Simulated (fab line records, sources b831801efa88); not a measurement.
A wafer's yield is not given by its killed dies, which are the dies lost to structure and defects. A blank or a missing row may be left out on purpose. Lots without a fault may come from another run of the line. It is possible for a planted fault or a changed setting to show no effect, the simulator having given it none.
Matching of chambers -- flow sfqLine -- SFQ_TRILAYER_I3_VIA_BARC_OPEN_VIA_ETCH_121 on rieDiel-01: 4 sister chambers
The step etches BARC in O2, target depth 125 nm, time 41.7 s. 4 wafers are shown with their chamber, then 8 later ones without.

== WAFERS WITH THEIR CHAMBER ==
wafer,chamber,drypumpMotorCurrentA (A)
L891.1,2,5.6
L893.5,0,6.6
L893.6,3,6.0
L896.3,1,6.2

== WAFERS WITH NO CHAMBER GIVEN ==
wafer,drypumpMotorCurrentA (A)
L896.4,6.6
L896.5,6.0
L901.2,5.7
L901.5,5.6
L901.6,6.2
L903.1,6.6
L903.2,6.0
L903.3,5.6

== WHICH CHAMBER EACH ONE RAN IN ==
wafer,from the rows above,in truth
L896.4,0,0
L896.5,3,3
L901.2,2,2
L901.5,2,2
L901.6,1,1
L903.1,0,0
L903.2,3,3
L903.3,2,2
8 of 8 placed correctly. Left unplaced by these rows: 0. Placed wrongly: 0.
How it was worked out, from the rows above alone: a wafer's distance from a chamber is the root of the sum, over the readings, of the square of ((its reading less the chamber's mean) divided by the reading's scatter). If the next closest chamber is less than 2 further off than the closest, the wafer can't be placed; otherwise it belongs to the closest. For every chamber, the mean is computed from those of its wafers that are shown. The scatter: root of mean squared gap, hidden wafer to nearest shown wafer, with one shown wafer a chamber.
